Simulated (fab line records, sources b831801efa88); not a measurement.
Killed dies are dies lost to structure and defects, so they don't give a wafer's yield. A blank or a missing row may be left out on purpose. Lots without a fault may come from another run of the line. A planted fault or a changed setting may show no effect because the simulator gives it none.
fab line records | flow sky130
record lots=7 wafers=21 last_day=50
route steps=708 shown METAL2@506 VIA2@507 PAD_OPEN@708
lots that met no fault: from a run of the same line without faults
start_h: hours from the record's first day to the start of the lot's first wafer shown | wait_h: hours since the lot's step before | " the same as in the row above | L1.1+2: a row that stands for several wafers | - no value, or no start given | * or withheld: withheld | < > ~ a bound
route shown NAME@n: a module of which the file shows steps, and the number in the route of the first | usual: mean/standard deviation of fault-free wafers | same: alike in all rows | chamber/n: place in a boat | sites: the reading at each site | _std_site: their standard deviation | _edge_site: outer sites' mean less inner sites' | radius_mm: how far each site lies from the wafer's centre | mask NAME#n: copy n | behind: the tool/chamber that last shaped the wafer | hold: why the lot was held/for how many hours/how that ended | device: the transistor (n, p or np) that didn't switch | end of line: the same wafers' tests at the end of the route | a step without rows: its recipe alone | killed: dies lost to structure and defects at the first sort, not the wafer's yield | map: a wafer's dies, x killed, . not, _ none there
set.NAME: the setting as run; set.NAME@STEP: as run at that earlier step | model.NAME: the simulator's own value behind a step, which no gauge read
lots at some steps of the route; a table a step, a row a wafer
services: from which hour (start_h, from the record's first day; less than 0 if before it) a tool's chamber was out of use, for how many hours, and why
## steps
# step SKY_METAL2_CLEAN_23
# recipe chemistry=O3/DIW dry=n2_spin
# step SKY_VIA2_HDPCVD_00
# recipe material=SiO2 target_thk_nm=1180 sigma_open_frac=0.3 time_s=196.7 temp_c=400 sih4_flow_sccm=60 pressure_mtorr=6
# step SKY_VIA2_THK_MEAS_01
# recipe reads=SiO2_of_VIA2_HDPCVD_00
# usual VIA2_HDPCVD_THK=1185/11
# columns lot.wafer tool chamber start_h wait_h VIA2_HDPCVD_THK[nm]
L594.2 film_metro-02 - 854.41 0.1 1167
L594.4 " - " " 1169
L594.6 " - " " 1178
L599.4 film_metro-03 - 896.56 0.0 1184
L599.5 " - " " 1192
L599.6 " - " " 1198
L600.2 film_metro-03 - 903.56 0.1 1183
L600.4 " - " " 1195
L600.5 " - " " 1192
L601.1 film_metro-01 - 905.52 0.1 1182
L601.3 " - " " 1176
L601.6 " - " " 1175
L602.1 film_metro-02 - 924.25 0.1 1169
L602.2 " - " " 1183
L602.3 " - " " 1177
L603.1 film_metro-03 - 925.50 0.1 1198
L603.2 " - " " 1206
L603.5 " - " " 1195
L611.1 film_metro-03 - 972.81 0.1 1189
L611.3 " - " " 1153
L611.6 " - " " 1186
# step SKY_VIA2_CMP_02
# recipe material=SiO2 down_force_psi=4 platen_rpm=60 pad_velocity_m_s=0.94248
# usual motor_current_A=12.3/0.93
# columns lot.wafer tool chamber start_h wait_h motor_current_A
L594.2 cmp-01 2 854.46 0.0 14.2
L594.4 " 0 " " 12.1
L594.6 " 3 " " 10.8
L599.4 cmp-02 3 896.74 0.2 11.7
L599.6 " 0 " " 11.9
L599.5 " 1 " " 11.5
L600.2 cmp-02 3 903.61 0.0 12.2
L600.4 " 2 " " 13.8
L600.5 " 0 " " 12.5
L601.3 cmp-02 2 905.58 0.0 13.1
L601.1 " 3 " " 11.4
L601.6 " 3 " " 11.9
L602.1 cmp-02 1 924.71 0.5 11.8
L602.2 " 2 " " 13.2
L602.3 " 3 " " 12.1
L603.1 cmp-02 1 925.61 0.1 11.7
L603.2 " 3 " " 12.5
L603.5 " 0 " " 12.5
L611.1 cmp-02 3 972.97 0.1 11.6
L611.3 " 0 " " 13.1
L611.6 " 1 " " 11.9
# step SKY_VIA2_BOW_MEAS_03
# recipe mode=bow
# usual VIA2_BOW=87/7.3
# columns lot.wafer tool chamber start_h wait_h VIA2_BOW[um]
L594.2 film_metro-01 - 854.78 0.3 78
L594.4 " - " " 73
L594.6 " - " " 75
L599.4 film_metro-03 - 896.95 0.2 87
L599.5 " - " " 87
L599.6 " - " " 91
L600.2 film_metro-01 - 903.93 0.3 91
L600.4 " - " " 85
L600.5 " - " " 81
L601.1 film_metro-02 - 905.88 0.2 99
L601.3 " - " " 99
L601.6 " - " " 88
L602.1 film_metro-02 - 924.96 0.2 92
L602.2 " - " " 82
L602.3 " - " " 88
L603.1 film_metro-02 - 925.86 0.2 92
L603.2 " - " " 89
L603.5 " - " " 105
L611.1 film_metro-02 - 973.17 0.1 90
L611.3 " - " " 84
L611.6 " - " " 85
# step SKY_VIA2_DEHYDRATE_04
# recipe temp_c=200 time_s=60
# step SKY_VIA2_HMDS_05
# recipe prime_time_s=60 prime_temp_c=120
# step SKY_VIA2_COAT_06
# recipe resist=BARC temp_c=withheld time_s=withheld spin_rpm=3000 resist_thk_nm=60
# step SKY_VIA2_COAT_07
# recipe resist=KrF-thick spin_rpm=3000 resist_thk_nm=458.4
# step SKY_VIA2_SOFTBAKE_08
# recipe temp_c=100 time_s=90 resist=KrF-thick
# step SKY_VIA2_EXPOSE_09
# recipe mask_id=VIM2 na=0.8 source_shape=annular sigma_inner=0.55 sigma_outer=0.85 target_cd_nm=200 dose_mj=38
# step SKY_VIA2_PEB_10
# recipe peb_temp_c=withheld peb_time_s=withheld resist=KrF-thick
# step SKY_VIA2_DEVELOP_11
# recipe develop_time_s=60 resist=KrF-thick dev_temp_c=21
# usual developer_temp_C=21.00/0.12
# columns lot.wafer tool chamber start_h wait_h developer_temp_C
L594.2 litho_track-03 0 880 - 20.81
L594.4 " 0 " " 20.80
L594.6 " 0 " " 20.85
L599.4 litho_track-04 0 921 - 21.25
L599.5 " 0 " " 20.97
L599.6 " 0 " " 21.06
L600.2 litho_track-04 0 928 - 21.56
L600.4 " 0 " " 21.58
L600.5 " 0 " " 21.70
L601.1 litho_track-04 0 929 - 21.67
L601.3 " 0 " " 21.72
L601.6 " 0 " " 21.79
L602.1 litho_track-04 0 949 - 21.70
L602.2 " 0 " " 21.85
L602.3 " 0 " " 21.68
L603.1 litho_track-03 0 949 - 20.82
L603.2 " 0 " " 21.20
L603.5 " 0 950 - 21.02
L611.1 litho_track-03 0 996 - 21.04
L611.3 " 0 " " 20.93
L611.6 " 0 " " 20.91
# step SKY_VIA2_CD_MEAS_12
# recipe target_cd_nm=200
# usual cd_nm=200.6/1.4
# columns lot.wafer tool chamber start_h wait_h cd_nm
L594.2 cd_sem-02 - 880.42 - 203.3
L594.4 " - " " 201.8
L594.6 " - " " 203.4
L599.4 cd_sem-02 - 922.07 - 201.6
L599.5 " - " " 201.7
L599.6 " - " " 200.4
L600.2 cd_sem-01 - 928.98 - 201.2
L600.4 " - " " 201.4
L600.5 " - " " 199.7
L601.1 cd_sem-02 - 929.96 - 199.9
L601.3 " - " " 202.5
L601.6 " - " " 201.6
L602.1 cd_sem-02 - 949.31 - 198.2
L602.2 " - " " 200.9
L602.3 " - " " 198.1
L603.1 cd_sem-01 - 950.10 - 197.8
L603.2 " - " " 197.4
L603.5 " - " " 196.8
L611.1 cd_sem-02 - 996.40 - 201.0
L611.3 " - " " 200.8
L611.6 " - " " 201.4
# step SKY_PAD_OPEN_PROBE_99
# usual defect_limited_yield=81.8/2 killed_at_M0_to_M3=44/7.5 killed_at_M4_up=3.3/1.8 killed_at_contacts=25/5.9 killed_at_front_end=16/4.7 killed_at_other=0.3/0.52 killed_dies=89/9.9 killed_open=49/7.8 killed_short=40/5.8 sort_bin_3_pad_short=0.9/0.43 sort_bin_5_function=10.8/1.5 sort_bin_6_memory=6.4/1.1 sort_n_pass=403/9.9 sort_yield_pct=81.8/2
# same gross_dies=492 killed_at_back_side=0 sort_bin_4_leakage[%]=0 sort_bin_8_speed[%]=0
# columns lot.wafer tool chamber start_h wait_h defect_limited_yield[%] killed_at_M0_to_M3 killed_at_M4_up killed_at_contacts killed_at_front_end killed_at_other killed_dies killed_open killed_short sort_bin_3_pad_short[%] sort_bin_5_function[%] sort_bin_6_memory[%] sort_n_pass sort_yield_pct[%]
L599.4 prober-01 - 1133.23 0.2 80.5 39 5 28 23 1 96 53 43 1.2 12.2 6.1 396 80.5
L599.5 prober-01 - 1133.28 0.2 83.5 38 3 25 15 0 81 41 40 0.6 10.0 5.9 411 83.5
L599.6 prober-01 - 1133.33 0.2 82.1 45 5 22 15 1 88 54 34 0.6 10.6 6.7 404 82.1
L600.2 prober-01 - 1142.56 0.1 80.1 46 2 30 20 0 98 55 43 1.0 12.0 6.9 394 80.1
L600.4 prober-01 - 1142.66 0.2 78.0 61 0 28 19 0 108 65 43 1.0 14.2 6.7 384 78.0
L600.5 prober-01 - 1142.71 0.2 77.0 70 5 25 13 0 113 61 52 1.2 14.8 6.9 379 77.0
L602.1 prober-02 - 1155.66 0.1 82.9 41 4 23 16 0 84 41 43 0.8 9.6 6.7 408 82.9
L602.2 prober-02 - 1155.71 0.1 81.1 46 7 23 17 0 93 51 42 0.8 10.0 8.1 399 81.1
L602.3 prober-02 - 1155.76 0.2 79.5 38 3 29 30 1 101 61 39 1.0 11.2 8.3 391 79.5
# killed by level:class
L599.4 FIELD_ISO:geometric_particle:open=12 CONTACT:geometric_particle:open=8 VIA1:geometric_particle:open=8 METAL1:geometric_particle:short=8 CONTACT:geometric_particle:short=7 LI_CONTACT:geometric_particle:open=6 VIA3:geometric_particle:open=6 POLY_GATE:geometric_particle:open=5
L599.5 LI_CONTACT:geometric_particle:open=9 VIA3:geometric_particle:open=8 LOCAL_INTERCONNECT:geometric_particle:short=8 VIA1:geometric_particle:short=7 CONTACT:geometric_particle:open=5 VIA1:geometric_particle:open=5 FIELD_ISO:geometric_particle:short=4 METAL3:geometric_particle:short=4
L599.6 CONTACT:geometric_particle:open=13 VIA1:geometric_particle:open=10 FIELD_ISO:geometric_particle:open=7 VIA2:geometric_particle:open=7 VIA3:geometric_particle:open=7 LI_CONTACT:geometric_particle:open=5 METAL1:geometric_particle:short=5 METAL3:geometric_particle:short=4
L600.2 VIA1:geometric_particle:open=13 LI_CONTACT:geometric_particle:open=10 FIELD_ISO:geometric_particle:short=9 CONTACT:geometric_particle:open=9 CONTACT:geometric_particle:short=7 VIA3:geometric_particle:open=7 METAL2:geometric_particle:short=5 FIELD_ISO:geometric_particle:open=4
L600.4 VIA1:geometric_particle:open=17 CONTACT:geometric_particle:open=14 FIELD_ISO:geometric_particle:open=7 FIELD_ISO:geometric_particle:short=7 LI_CONTACT:geometric_particle:open=7 VIA3:geometric_particle:open=7 VIA1:geometric_particle:short=7 CONTACT:geometric_particle:short=6
L600.5 VIA1:geometric_particle:open=19 METAL2:geometric_particle:short=11 CONTACT:geometric_particle:open=10 METAL1:geometric_particle:short=8 VIA2:geometric_particle:open=7 LI_CONTACT:geometric_particle:open=5 METAL3:geometric_particle:short=5 VIA1:geometric_particle:short=5
L602.1 VIA3:geometric_particle:open=9 CONTACT:geometric_particle:open=7 FIELD_ISO:geometric_particle:short=6 CONTACT:geometric_particle:short=6 VIA2:geometric_particle:short=6 VIA1:geometric_particle:open=5 VIA1:geometric_particle:short=5 VIA2:geometric_particle:open=5
L602.2 LI_CONTACT:geometric_particle:open=14 VIA3:geometric_particle:open=8 METAL2:geometric_particle:short=7 FIELD_ISO:geometric_particle:open=6 METAL1:geometric_particle:short=6 METAL4:geometric_particle:short=5 CONTACT:geometric_particle:short=4 METAL1:geometric_particle:open=4
L602.3 VIA1:geometric_particle:open=12 CONTACT:geometric_particle:open=11 POLY_GATE:geometric_particle:open=9 FIELD_ISO:geometric_particle:open=8 LI_CONTACT:geometric_particle:open=6 VIA2:geometric_particle:open=6 FIELD_ISO:geometric_particle:short=5 CONTACT:geometric_particle:short=5
## services
# columns tool chamber start_h hours kind
cmp-02 - 848.60 5.0 pm
cmp-01 - 880.59 1.3 repair
cmp-02 - 912.37 4.0 pm
cmp-02 - 914.12 1.3 repair
cmp-02 - 916.37 - consumable_replace:conditioner
cmp-02 - 916.37 - consumable_replace:pad
cmp-01 - 961.76 6.2 pm
cmp-02 - 976.88 5.7 repair
## key
first_sign step=SKY_VIA2_DEVELOP_11 reading=developer_temp_C direction=up sigmas=5.7 usual=* struck=*
effect none on later readings
met_at SKY_VIA2_DEVELOP_11
struck_wafers L600.2,L600.4,L600.5,L601.1,L601.3,L601.6,L602.1,L602.2,L602.3
loop_trim step=SKY_VIA2_EXPOSE_09 setting=dose lots=L602
onset_between 921 928
fault kind=process_parameter_drift tool=litho_track-04 chamber=- onset_h=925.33 steps=SKY_VIA2_DEVELOP_11 channel=dev_temp_c offset=* shape=step end_h=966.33 acts_in=* stated=*
# loop_trim: a control loop set the setting to another value than it would have without faults
